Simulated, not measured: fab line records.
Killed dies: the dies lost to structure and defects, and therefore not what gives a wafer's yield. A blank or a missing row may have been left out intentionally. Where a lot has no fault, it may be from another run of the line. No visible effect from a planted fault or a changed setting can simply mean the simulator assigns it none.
A lot that was struck, set against a sound lot / flow gf180mcu / 17 out of 602 route steps
Sound: these wafers, L706.2, L706.3, L706.5. Wafers L720.1, L720.2, L720.5 were the ones struck. Last of all comes the cause.
Per side, at each step with rows, come the tool, then ch with its chambers, and then its first start. Under that, the readings that differ: sound wafers / struck wafers / difference of the means / sigmas: that difference in standard deviations of wafers without a fault.
alike: words and numbers the same on both sides, and readings whose means are apart by under 2 such deviations; not compared: readings that were withheld, readings missing a value for some wafer, numbers with overlapping values and no deviation given by the record, and bounds like >300 which may hide the same value.
Wherever a step has rows on one side only, a row that says differs or no value, or a row with sigmas, the two part there. Non-overlapping numbers with no deviation appear without sigmas and do not part them. Lack of a reading on every wafer of one side parts them only where that side has two or more wafers.

first, 4 steps without rows for these wafers: GF_SAB_SOFTBAKE_05 (time 60 s); GF_SAB_EXPOSE_06 (exposes mask SAB, target cd 420 nm); GF_SAB_PEB_07; GF_SAB_DEVELOP_08 (develop time 60 s).
GF_SAB_CD_MEAS_09 targets a cd of 420 nm.
  sound on cd sem-02 at day 18 01:10; struck on cd sem-02 at day 22 17:39
  alike: cd nm
GF_SAB_OVL_MEAS_10:
  sound on overlay-02 at day 18 01:16; struck on overlay-02 at day 22 17:46
  alike: SAB_OVL
GF_SAB_ETCH_11: etches SiO2 in C4F8/O2/Ar, target depth 55 nm, time 8.5 s.
  sound on rie diel-04 ch 0,2,3, day 18 01:17; struck on rie diel-01 ch 0,3, day 22 17:49
  alike: bias w, oes product au
  not compared: rf hours counter h
then, 1 step without rows for these wafers: GF_SAB_WET_ETCH_12 (etches SiO2 in dHF, target depth 22 nm, time 440 s).
GF_SAB_STRIP_13: strips in O2/N2.
  sound on plasma asher-04 ch 0,1, day 18 01:27; struck on plasma asher-01 ch 0,1, day 22 17:58
  alike: drypump motor current A, heater power w, oes product au, strip time to endpoint s
  not compared: rf hours counter h
then, 2 steps without rows for these wafers: GF_SALICIDE_CLEAN_00 (cleans in SC1/SC2, time 150 s); GF_SALICIDE_WET_ETCH_01 (etches SiO2 in dHF, target depth 5 nm, time 100 s).
GF_SALICIDE_SPUTTER_02: material Co, target thk 10 nm, time 20 s.
  sound on pvd sputter-04 at day 18 01:38; struck on pvd sputter-03 at day 22 18:08
  alike: chamber pressure pa, throttle valve pct
GF_SALICIDE_SPUTTER_03: material TiN, target thk 20 nm, time 16.7 s.
  sound on pvd sputter-04 at day 18 01:40; struck on pvd sputter-03 at day 22 18:10
reading=chamber pressure pa (Pa); sound=0.3991 0.4023 0.4010; struck=0.2512 0.2527 0.2510; difference=-0.1492; sigmas=-99 or more
reading=throttle valve pct (%); sound=31.4 29.4 31.1; struck=39.5 38.3 38.3; difference=+8.1; sigmas=+8
reading=model.TiN_of_SALICIDE_SPUTTER_03.thk nm (nm); sound=19.58 19.73 19.6; struck=21.02 21.3 21.09; difference=+1.50; sigmas=
GF_SALICIDE_RS_MEAS_04: uses a four-point probe to measure.
  sound on film metro-01 at day 18 01:43; struck on film metro-03 at day 22 18:12
  alike: SALICIDE_TIN_RS
GF_SALICIDE_THK_MEAS_05: measures by xrf.
  sound on film metro-01 at day 18 01:49; struck on film metro-03 at day 22 18:32
reading=SALICIDE_TIN_THK (nm); sound=19.38 19.65 19.45; struck=20.86 21.20 20.96; difference=+1.51; sigmas=+6
  not compared: hold
GF_SALICIDE_RTA_06: time 30 s.
  sound on rtp anneal-02 ch 0, day 18 01:53; struck on rtp anneal-01 ch 0, day 22 20:14
reading=hold; sound=- - -; struck=await dispo/1.6h/release await dispo/1.6h/release await dispo/1.6h/release; difference=no value on the sound wafers; sigmas=
  alike: chamber o2 ppm, lamp power pct, wafer_temp_C_max
next, for these wafers, 1 step has no rows: GF_PASSIVATION_PROBE_99.

== WHERE THEY PART ==
Last at GF_SALICIDE_RTA_06 as far as this record goes, first at GF_SALICIDE_SPUTTER_03.

WHY: what the simulator had put in
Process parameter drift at GF_SALICIDE_SPUTTER_03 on pvd sputter-03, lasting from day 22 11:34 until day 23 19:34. Setting chamber pressure pa shifted by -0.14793 from 0.4. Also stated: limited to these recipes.
